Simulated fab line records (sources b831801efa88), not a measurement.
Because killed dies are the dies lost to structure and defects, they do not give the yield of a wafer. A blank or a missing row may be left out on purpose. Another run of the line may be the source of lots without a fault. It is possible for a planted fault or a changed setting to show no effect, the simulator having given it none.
fab line records	flow sky130
record: lots: 13	wafers: 37	lastDay: 50
route steps=708 shown NWELL@67 VT_ADJUST_HVTP@93 VT_ADJUST_LVTN@105 PAD_OPEN@708
lots untouched by any fault: they come from a run of this same line in which no faults occurred
startH: the number of hours between the record's first day and the start of the first shown wafer of the lot	waitH: hours from the lot's prior step to this one	" unchanged from the row above	L1.1+2: a row that stands for several wafers	- no value, or no start was given	* or withheld: withheld	< > ~ a bound
route shown NAME@n: names a module that has steps shown in the file, with the first one's number in the route	usual: mean/standard deviation taken from wafers without a fault	same: alike in all rows	chamber/n: place in a boat	sites: each site's reading	_std_site: the standard deviation of these	_edge_site: mean of outer sites minus mean of inner sites	radiusMm: for every site, how far away it sits from the centre of the wafer	mask NAME#n: copy n	behind: the last tool/chamber to shape the wafer	hold: cause of the lot's hold/its duration in hours/its outcome	device: the transistor (n, p or np) that didn't switch	end of line: the route-end tests of the same wafers	a step with no rows: only its recipe	killed: at the first sort, the dies lost to defects and structure; wafer yield is something else	map: a wafer's dies, marking killed ones x, the rest . and places with no die _
set.NAME: the setting as run; set.NAME@STEP: as run at that earlier step	model.NAME: the simulator's own value behind a step, which no gauge read
a sample of lots followed through the steps of the route, with each step as a table and each wafer as a row
services: when a tool's chamber went out of use (startH, in hours from the record's first day, below 0 if earlier), for how many hours, and the reason
== steps ==
step: SKY_NWELL_STRIP_14
recipe: chemistry: O2/N2	powerW: 1400	pressureMtorr: 1500	platenTempC: withheld	o2FlowSccm: 3000	n2FlowSccm: 300	overashFraction: 0.5
usual: drypumpMotorCurrentA: 5.49/0.18	oesProductAu: 0.723/0.0045	stripTimeToEndpointS: 36.87/0.11
lot.wafer	tool	chamber	startH	waitH	drypumpMotorCurrentA	oesProductAu	rfHoursCounterH	stripTimeToEndpointS
L847.1	plasmaAsher-02	1	88.94	0.1	5.52	0.718	41	37.13
L847.5	"	1	"	"	5.53	0.726	-	37.18
L847.6	"	0	"	"	5.45	0.725	-	37.04
L848.1	plasmaAsher-02	1	90.84	0.1	5.51	0.717	41	36.71
L848.3	"	0	"	"	5.48	0.729	-	36.66
L848.6	"	0	"	"	5.47	0.718	-	36.79
L850.1	plasmaAsher-01	0	102.82	0.1	5.47	0.719	39	36.75
L850.2	"	1	"	"	5.21	0.721	39	36.78
L850.5	"	0	"	"	5.47	0.722	-	36.83
L852.3	plasmaAsher-01	0	117.57	0.1	5.47	0.725	-	36.90
L852.5	"	0	"	"	5.46	0.719	-	36.78
L852.6	"	1	"	"	5.17	0.726	-	36.91
L853.2	plasmaAsher-01	0	121.49	0.1	5.48	0.723	42	36.82
L853.3	"	1	"	"	5.25	0.725	-	36.94
L853.5	"	0	"	"	5.50	0.720	-	36.80
L854.1	plasmaAsher-02	0	128.47	0.1	5.47	0.724	0	37.00
L854.4	"	0	"	"	5.45	0.715	-	37.02
L854.6	"	1	"	"	5.52	0.719	-	37.02
L855.2	plasmaAsher-02	0	130.44	0.1	5.48	0.724	0	36.85
L855.3	"	0	"	"	5.44	0.716	-	36.84
L855.5	"	0	"	"	5.48	0.723	-	36.89
L856.2	plasmaAsher-03	1	136.59	0.1	5.95	0.738	35	36.89
L856.3	"	0	"	"	5.40	0.724	-	36.69
L856.6	"	1	"	"	5.95	0.725	-	36.85
L862.3	plasmaAsher-01	1	174.35	0.1	5.21	0.725	-	36.93
L862.6	"	0	"	"	5.47	0.725	-	36.91
L863.4	plasmaAsher-02	0	197.73	0.1	5.49	0.718	-	36.78
L863.6	"	0	"	"	5.51	0.725	-	36.88
L866.2	plasmaAsher-03	0	203.24	0.1	5.42	0.719	42	36.92
L866.5	"	0	"	"	5.44	0.719	-	36.87
L866.6	"	1	"	"	5.95	0.720	-	36.89
L868.1	plasmaAsher-03	1	212.69	0.1	5.96	0.722	43	36.84
L868.4	"	0	"	"	5.44	0.727	-	36.67
L868.5	"	1	"	"	5.98	0.712	-	36.65
L870.3	plasmaAsher-02	1	228.02	0.1	5.49	0.724	-	36.78
L870.5	"	1	"	"	5.50	0.726	-	36.81
L870.6	"	0	"	"	5.46	0.719	-	36.82
step: SKY_NWELL_OVL_MEAS_23
usual: NWELL_01_OVL: 0.1/1.4
lot.wafer	tool	chamber	startH	waitH	NWELL_01_OVL[nm]
L847.1	overlay-02	-	106.25	-	-0.3
L847.5	"	-	"	"	-1.0
L847.6	"	-	"	"	1.0
L848.1	overlay-02	-	108.63	-	1.9
L848.3	"	-	"	"	1.3
L848.6	"	-	"	"	1.5
L850.1	overlay-02	-	120.78	-	2.0
L850.2	"	-	"	"	1.2
L850.5	"	-	"	"	1.4
L852.3	overlay-02	-	134.46	-	-2.5
L852.5	"	-	"	"	-0.2
L852.6	"	-	"	"	-1.5
L853.2	overlay-02	-	139.31	-	-0.7
L853.3	"	-	"	"	0.3
L853.5	"	-	"	"	0.6
L854.1	overlay-01	-	146.63	-	1.8
L854.4	"	-	"	"	1.7
L854.6	"	-	"	"	0.0
L855.2	overlay-01	-	148.71	-	-0.7
L855.3	"	-	"	"	0.4
L855.5	"	-	"	"	0.3
L856.2	overlay-02	-	155.19	-	0.4
L856.3	"	-	"	"	-0.2
L856.6	"	-	"	"	-0.9
L862.3	overlay-01	-	194.85	-	-1.8
L862.6	"	-	"	"	-1.0
L863.4	overlay-01	-	219.87	-	0.8
L863.6	"	-	"	"	-1.7
L866.2	overlay-01	-	224.91	-	0.4
L866.5	"	-	"	"	1.0
L866.6	"	-	"	"	2.2
L868.1	overlay-02	-	235.66	-	-0.5
L868.4	"	-	"	"	-1.2
L868.5	"	-	"	"	-1.1
L870.3	overlay-01	-	250.49	-	1.4
L870.5	"	-	"	"	1.5
L870.6	"	-	"	"	2.7
step: SKY_VT_ADJUST_HVTP_OVL_MEAS_08
usual: VT_ADJUST_HVTP_OVL: 0.0/1.6
lot.wafer	tool	chamber	startH	waitH	VT_ADJUST_HVTP_OVL[nm]
L847.1	overlay-01	-	125.02	0.1	-2.1
L847.5	"	-	"	"	-1.8
L847.6	"	-	"	"	-2.3
L848.1	overlay-01	-	127.17	0.1	0.9
L848.3	"	-	"	"	0.1
L848.6	"	-	"	"	0.5
L850.1	overlay-01	-	138.87	0.1	0.1
L850.2	"	-	"	"	-2.2
L850.5	"	-	"	"	-0.4
L852.3	overlay-02	-	153.58	0.1	0.9
L852.5	"	-	"	"	-0.8
L852.6	"	-	"	"	0.7
L853.2	overlay-01	-	159.41	0.1	2.7
L853.3	"	-	"	"	1.2
L853.5	"	-	"	"	1.8
L854.1	overlay-01	-	167.32	0.1	0.6
L854.4	"	-	"	"	-0.6
L854.6	"	-	"	"	2.0
L855.2	overlay-02	-	168.61	0.1	0.5
L855.3	"	-	"	"	0.2
L855.5	"	-	"	"	-0.6
L856.2	overlay-02	-	175.98	0.1	-0.9
L856.3	"	-	"	"	-0.1
L856.6	"	-	"	"	-1.3
L862.3	overlay-02	-	218.07	0.1	0.1
L862.6	"	-	"	"	-1.7
L863.4	overlay-02	-	244.18	0.1	-2.5
L863.6	"	-	"	"	-2.0
L866.2	overlay-02	-	248.83	0.1	-2.6
L866.5	"	-	"	"	-2.9
L866.6	"	-	"	"	-2.6
L868.1	overlay-02	-	260.45	0.1	-2.1
L868.4	"	-	"	"	-1.5
L868.5	"	-	"	"	-1.3
L870.3	overlay-01	-	274.88	0.1	1.7
L870.5	"	-	"	"	3.0
L870.6	"	-	"	"	2.1
step: SKY_VT_ADJUST_LVTN_IMPLANT_08
recipe: species: B	energyKev: 30	doseCm2: 1.57e+12	tiltDeg: withheld
usual: faradayCurrentUA: 8.85/0.19
lot.wafer	tool	chamber	startH	waitH	faradayCurrentUA
L847.1	implanter-03	0	142.18	0.0	8.78
L847.5	"	0	"	"	9.03
L847.6	"	0	"	"	8.91
L848.1	implanter-02	0	144.89	0.0	8.72
L848.3	"	0	"	"	9.16
L848.6	"	0	"	"	8.61
L850.1	implanter-03	0	158.33	0.0	8.70
L850.2	"	0	"	"	8.49
L850.5	"	0	"	"	8.76
L852.3	implanter-03	0	173.99	0.1	8.86
L852.5	"	0	"	"	8.77
L852.6	"	0	"	"	8.46
L853.2	implanter-02	0	179.56	0.0	9.12
L853.3	"	0	"	"	8.77
L853.5	"	0	"	"	9.11
L854.1	implanter-02	0	188.29	0.0	8.86
L854.4	"	0	"	"	9.19
L854.6	"	0	"	"	8.67
L855.2	implanter-02	0	189.31	0.0	9.09
L855.3	"	0	"	"	9.17
L855.5	"	0	"	"	8.91
L856.2	implanter-03	0	196.71	0.0	8.79
L856.3	"	0	"	"	8.95
L856.6	"	0	"	"	9.04
L862.3	implanter-02	0	241.28	0.1	9.12
L862.6	"	0	"	"	8.73
L863.4	implanter-02	0	267.51	0.1	8.83
L863.6	"	0	"	"	8.96
L866.2	implanter-03	0	272.52	0.0	9.00
L866.5	"	0	"	"	8.87
L866.6	"	0	"	"	8.73
L868.1	implanter-04	0	284.74	0.0	9.02
L868.4	"	0	"	"	8.81
L868.5	"	0	"	"	9.00
L870.3	implanter-04	0	300.74	0.1	8.82
L870.5	"	0	"	"	9.09
L870.6	"	0	"	"	8.90
step: SKY_VT_ADJUST_LVTN_TW_MEAS_10
usual: VT_ADJUST_LVTN_TW: 240.1/1.2
lot.wafer	tool	chamber	startH	waitH	hold	VT_ADJUST_LVTN_TW
L847.1	filmMetro-03	-	142.43	0.1	-	239.2
L847.5	"	-	"	"	-	238.7
L847.6	"	-	"	"	-	241.0
L848.1	filmMetro-02	-	145.14	0.1	-	239.4
L848.3	"	-	"	"	-	240.4
L848.6	"	-	"	"	-	239.7
L850.1	filmMetro-04	-	158.58	0.1	-	241.9
L850.2	"	-	"	"	-	242.7
L850.5	"	-	"	"	-	242.1
L852.3	filmMetro-02	-	174.21	0.1	-	239.5
L852.5	"	-	"	"	-	238.5
L852.6	"	-	"	"	-	239.8
L853.2	filmMetro-02	-	179.80	0.1	-	239.3
L853.3	"	-	"	"	-	239.6
L853.5	"	-	"	"	-	239.8
L854.1	filmMetro-03	-	188.54	0.1	-	238.9
L854.4	"	-	"	"	-	239.5
L854.6	"	-	"	"	-	239.2
L855.2	filmMetro-02	-	189.55	0.1	-	239.3
L855.3	"	-	"	"	-	238.3
L855.5	"	-	"	"	-	239.3
L856.2	filmMetro-04	-	196.94	0.1	-	242.3
L856.3	"	-	"	"	-	240.9
L856.6	"	-	"	"	-	241.2
L862.3	filmMetro-02	-	241.50	0.1	awaitDispo/0.2h/release	239.2
L862.6	"	-	"	"	awaitDispo/0.2h/release	225.5
L862.3	filmMetro-02	-	241.73	0.2	-	238.4
L862.6	"	-	"	"	-	225.4
L863.4	filmMetro-03	-	267.72	0.1	awaitDispo/0.2h/release	239.9
L863.6	"	-	"	"	awaitDispo/0.2h/release	224.5
L863.4	filmMetro-03	-	267.94	0.2	-	241.4
L863.6	"	-	"	"	-	224.7
L866.2	filmMetro-02	-	272.75	0.1	-	239.3
L866.5	"	-	"	"	-	239.7
L866.6	"	-	"	"	-	240.1
L868.1	filmMetro-03	-	284.99	0.1	-	238.2
L868.4	"	-	"	"	-	240.1
L868.5	"	-	"	"	-	237.6
L870.3	filmMetro-04	-	300.96	0.1	-	241.4
L870.5	"	-	"	"	-	241.3
L870.6	"	-	"	"	-	240.3
step: SKY_PAD_OPEN_PROBE_99
usual: killed_at_M0_to_M3: 44/6.9	killed_at_M4_up: 3.2/1.8	killedAtContacts: 23/5.2	killedAtFrontEnd: 15/4.5	killedAtOther: 0.3/0.56	killedDies: 85/8.8	killedOpen: 47/6.7	killedShort: 39/6.4
same: grossDies: 492	killedAtBackSide: 0
lot.wafer	tool	chamber	startH	waitH	killed_at_M0_to_M3	killed_at_M4_up	killedAtContacts	killedAtFrontEnd	killedAtOther	killedDies	killedOpen	killedShort
L852.3	prober-01	-	1104.43	0.2	41	4	33	12	0	90	46	44
L852.5	prober-01	-	1104.53	0.2	44	4	19	21	0	88	49	39
L852.6	prober-01	-	1104.58	0.2	50	4	25	14	0	93	45	48
L853.2	prober-02	-	1109.85	0.1	57	5	23	10	3	98	54	44
L853.3	prober-02	-	1109.90	0.2	49	0	23	13	0	85	42	43
L853.5	prober-02	-	1110.00	0.2	47	3	32	12	0	94	48	46
L862.3	prober-01	-	1162.22	0.2	30	5	28	10	0	73	45	28
L862.6	prober-01	-	1162.37	0.2	48	5	17	16	0	86	47	39
L866.2	prober-02	-	1184.22	0.1	40	3	21	18	2	84	47	37
L866.5	prober-02	-	1184.37	0.2	46	2	21	12	0	81	34	47
L866.6	prober-02	-	1184.42	0.2	38	0	24	13	0	75	40	35
L870.3	prober-02	-	1200.98	0.5	52	2	25	14	0	93	40	53
L870.5	prober-02	-	1201.08	0.5	51	2	17	13	0	83	39	44
L870.6	prober-02	-	1201.13	0.6	38	2	20	20	0	80	46	34
killed by level:class
L852.3 CONTACT:geometricParticle:open=10 LI_CONTACT:geometricParticle:open=10 VIA1:geometricParticle:short=8 VIA1:geometricParticle:open=7 VIA2:geometricParticle:open=6 LOCAL_INTERCONNECT:geometricParticle:short=5 METAL2:geometricParticle:short=5 CONTACT:geometricParticle:short=4
L852.5 VIA1:geometricParticle:open=9 CONTACT:geometricParticle:open=8 VIA2:geometricParticle:open=6 POLY_GATE:geometricParticle:open=5 LI_CONTACT:geometricParticle:open=5 VIA1:geometricParticle:short=5 VIA2:geometricParticle:short=5 VIA3:geometricParticle:open=5
L852.6 VIA1:geometricParticle:open=10 VIA1:geometricParticle:short=8 CONTACT:geometricParticle:short=8 CONTACT:geometricParticle:open=8 METAL1:geometricParticle:short=6 METAL2:geometricParticle:short=6 POLY_GATE:geometricParticle:open=5 LI_CONTACT:geometricParticle:open=5
L853.2 CONTACT:geometricParticle:open=12 VIA1:geometricParticle:open=10 VIA3:geometricParticle:open=10 VIA1:geometricParticle:short=7 METAL1:geometricParticle:short=7 METAL2:geometricParticle:short=7 CONTACT:geometricParticle:short=6 VIA2:geometricParticle:open=5
L853.3 VIA1:geometricParticle:short=10 CONTACT:geometricParticle:open=9 METAL1:geometricParticle:short=9 VIA3:geometricParticle:open=8 VIA1:geometricParticle:open=7 VIA2:geometricParticle:open=6 CONTACT:geometricParticle:short=5 FIELD_ISO:geometricParticle:open=4
L853.5 CONTACT:geometricParticle:open=13 METAL1:geometricParticle:short=9 VIA2:geometricParticle:open=9 LI_CONTACT:geometricParticle:open=8 VIA1:geometricParticle:open=7 FIELD_ISO:geometricParticle:short=6 METAL2:geometricParticle:short=6 LI_CONTACT:geometricParticle:short=5
L862.3 CONTACT:geometricParticle:open=12 VIA1:geometricParticle:open=9 LI_CONTACT:geometricParticle:open=6 VIA3:geometricParticle:open=5 LOCAL_INTERCONNECT:geometricParticle:short=4 CONTACT:geometricParticle:short=4 VIA2:geometricParticle:open=4 FIELD_ISO:geometricParticle:short=3
L862.6 VIA1:geometricParticle:open=13 FIELD_ISO:geometricParticle:short=7 VIA2:geometricParticle:open=7 FIELD_ISO:geometricParticle:open=6 METAL2:geometricParticle:short=6 CONTACT:geometricParticle:open=5 METAL1:geometricParticle:short=5 VIA1:geometricParticle:short=5
L866.2 VIA3:geometricParticle:open=10 VIA1:geometricParticle:short=9 CONTACT:geometricParticle:open=8 LI_CONTACT:geometricParticle:open=7 VIA1:geometricParticle:open=6 FIELD_ISO:geometricParticle:short=5 FIELD_ISO:geometricParticle:open=5 METAL1:geometricParticle:short=5
L866.5 METAL1:geometricParticle:short=11 CONTACT:geometricParticle:open=11 METAL2:geometricParticle:short=8 VIA3:geometricParticle:open=7 VIA1:geometricParticle:open=6 VIA1:geometricParticle:short=5 POLY_GATE:geometricParticle:short=4 LI_CONTACT:geometricParticle:open=4
L866.6 CONTACT:geometricParticle:open=8 CONTACT:geometricParticle:short=7 VIA2:geometricParticle:open=7 VIA1:geometricParticle:open=6 METAL1:geometricParticle:open=5 METAL2:geometricParticle:short=5 POLY_GATE:geometricParticle:open=4 VIA3:geometricParticle:short=4
L870.3 VIA1:geometricParticle:short=13 VIA1:geometricParticle:open=10 CONTACT:geometricParticle:short=7 LI_CONTACT:geometricParticle:short=6 METAL2:geometricParticle:short=6 VIA3:geometricParticle:open=6 CONTACT:geometricParticle:open=5 METAL3:geometricParticle:short=5
L870.5 VIA1:geometricParticle:short=10 VIA2:geometricParticle:open=9 VIA1:geometricParticle:open=8 CONTACT:geometricParticle:open=6 FIELD_ISO:geometricParticle:short=5 METAL1:geometricParticle:short=5 CONTACT:geometricParticle:short=4 METAL2:geometricParticle:short=4
L870.6 LI_CONTACT:geometricParticle:open=13 VIA1:geometricParticle:open=11 METAL2:geometricParticle:short=8 POLY_GATE:geometricParticle:short=6 VIA2:geometricParticle:open=6 POLY_GATE:geometricParticle:open=5 FIELD_ISO:geometricParticle:short=4 FIELD_ISO:geometricParticle:open=3
== services ==
tool	chamber	startH	hours	kind
plasmaAsher-01	-	89.23	4.1	repair
plasmaAsher-02	-	102.76	13.6	repair
implanter-03	-	114.09	0.8	repair
plasmaAsher-02	-	116.40	9.0	pm
plasmaAsher-02	0	116.40	9.0	ventCycle
plasmaAsher-02	1	116.40	9.0	ventCycle
implanter-03	-	121.03	2.8	repair
plasmaAsher-02	0	125.40	-	clean
plasmaAsher-02	1	125.40	-	clean
implanter-04	-	158.06	0.5	repair
implanter-02	-	169.68	9.3	repair
implanter-03	-	177.56	5.0	pm
implanter-04	-	206.64	4.9	pm
implanter-03	-	208.29	0.7	repair
implanter-03	-	254.79	6.2	pm
== key ==
firstSign: step: SKY_VT_ADJUST_LVTN_TW_MEAS_10	reading: visit	direction: added
effect: step: SKY_VT_ADJUST_LVTN_TW_MEAS_10	reading: VT_ADJUST_LVTN_TW	direction: down	sigmas: 13	usual: 240.1	struck: 225.0
metAt SKY_VT_ADJUST_LVTN_IMPLANT_08
struckLots L862,L863
struckWafers L862.6,L863.6
testerLeftOut L862,L863
notActingAt SKY_NWELL_STRIP_14,SKY_NWELL_OVL_MEAS_23,SKY_VT_ADJUST_HVTP_OVL_MEAS_08
onsetBetween 189.31 241.28
fault: kind: processParameterDrift	tool: implanter-02	chamber: -	onsetH: 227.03	steps: SKY_VT_ADJUST_LVTN_IMPLANT_08	channel: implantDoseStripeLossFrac	offset: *	shape: step	endH: 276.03	scope: struckWafersOnly
testerLeftOut: of these lots the tester's yield and bins aren't shown, on N5 and GAA mostly nor the transistor test; their killed dies are dies lost to structure and defects alone, not to doping, threshold or leakage, so they don't give the yield
